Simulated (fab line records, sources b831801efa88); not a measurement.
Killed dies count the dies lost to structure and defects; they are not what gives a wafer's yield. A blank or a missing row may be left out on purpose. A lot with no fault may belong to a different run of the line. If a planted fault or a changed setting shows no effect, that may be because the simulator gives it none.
Problem report in the 8D (eight disciplines) form, filled by code / flow gf180mcu / the parts of the form that need people (team, actions taken, sign-off) are left out

== 1. THE PROBLEM ==
At GF_HV_LDD_CD_MEAS_07, cd_nm averages 419.8 nm over 3 wafers from 3 lots, while fault-free wafers read 399.8 nm, standard deviation 2.1. That is +9.5 standard deviations from the usual mean.
The step: target cd 400 nm.
First observed at day 14 07:01: wafer L703.1, on cd_sem-01. The record holds 29 wafers of 10 lots with a number at this step. Rule for "out", or "out of limits": more than 4 standard deviations from the usual mean. All remaining wafers that have a number are taken as sound.

== 2. WHAT THIS IS AND IS NOT ==
question=which readings at this step | is=cd_nm | is not=-
question=which lots | is=L703, L705, L706 | is not=L690, L691, L697, L708, L710, L711, L712
question=which wafers of those lots | is=L703.1, L705.4, L706.1 | is not=L703.2, L703.3, L705.2, L706.3, L706.6
question=read on which gauges | is=cd_sem-01 | is not=cd_sem-02
question=when | is=from day 14 07:01 | is not=up to then (11 sound wafers); but 15 sound wafers of L705, L706, L708, L710, L711, L712 came after

== 3. WHAT RULES OUT EACH SUSPECT ==
Counting: a tool at a process step up to the reading stays a suspect if it ran every lot that is out. Sound lots after the first of them don't rule it out here, since some wafers of a struck lot are sound.
- ruled out: the gauge at GF_HV_LDD_CD_MEAS_07. All the wafers that are out were read on cd_sem-01, but those of them that GF_HV_LDD_STRIP_10 has rows for are out there too, on other tools.
- litho_track-03 at GF_HV_LDD_COAT_02 (resist thk 1000 nm): kept. Every lot that is out went through it, the first being L703 (day 13 20:26); the last sound lot it ran before that was L697 (day 12 04:11).
Remaining after the count: litho_track-03 at GF_HV_LDD_COAT_02.

== 4. THE CAUSE (what the simulator had put in) ==
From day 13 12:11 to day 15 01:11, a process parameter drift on litho_track-03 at GF_HV_LDD_COAT_02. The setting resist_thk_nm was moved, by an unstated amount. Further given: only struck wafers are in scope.
Counting left only this tool.

== 5. SEQUENCE OF EFFECTS, ordered by route ==
Rows list readings where the struck wafers' mean (over those with a number) sits beyond 3 standard deviations from the usual. Only readings whose record carries a usual standard deviation are examined. hours: median over the lots of the time between each lot's start at the first step of this table that gives one and its start at this step. sigmas: the change, counted in usual standard deviations.
hours=0; step=GF_HV_LDD_CD_MEAS_07; reading=cd_nm; usual=399.8 nm; on struck wafers=419.8; change=+20.0; sigmas=+9.5
hours=2; step=GF_HV_LDD_STRIP_10; reading=oes_product_au; usual=0.715 a.u.; on struck wafers=0.666; change=-0.049; sigmas=-12
hours=2; step=GF_HV_LDD_STRIP_10; reading=strip_time_to_endpoint_s; usual=12.63 s; on struck wafers=10.51; change=-2.12; sigmas=-54
Process steps it contains:
- GF_HV_LDD_STRIP_10: strips in O2/N2.

== 6. WHAT WOULD HAVE CAUGHT IT SOONER ==
In this record the first reading out of limits at a measuring or inspecting step was taken at day 14 07:01, 19 hours after the fault began at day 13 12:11.
No tool reading at GF_HV_LDD_COAT_02 that has a usual standard deviation in the record was out on any struck wafer, so an alarm limit of 4 standard deviations on those readings would not have fired.
L705, L706, from the lots that are out (3), started GF_HV_LDD_COAT_02 on litho_track-03 later than day 14 07:01. A hold on the tool at that time would have spared those 2.
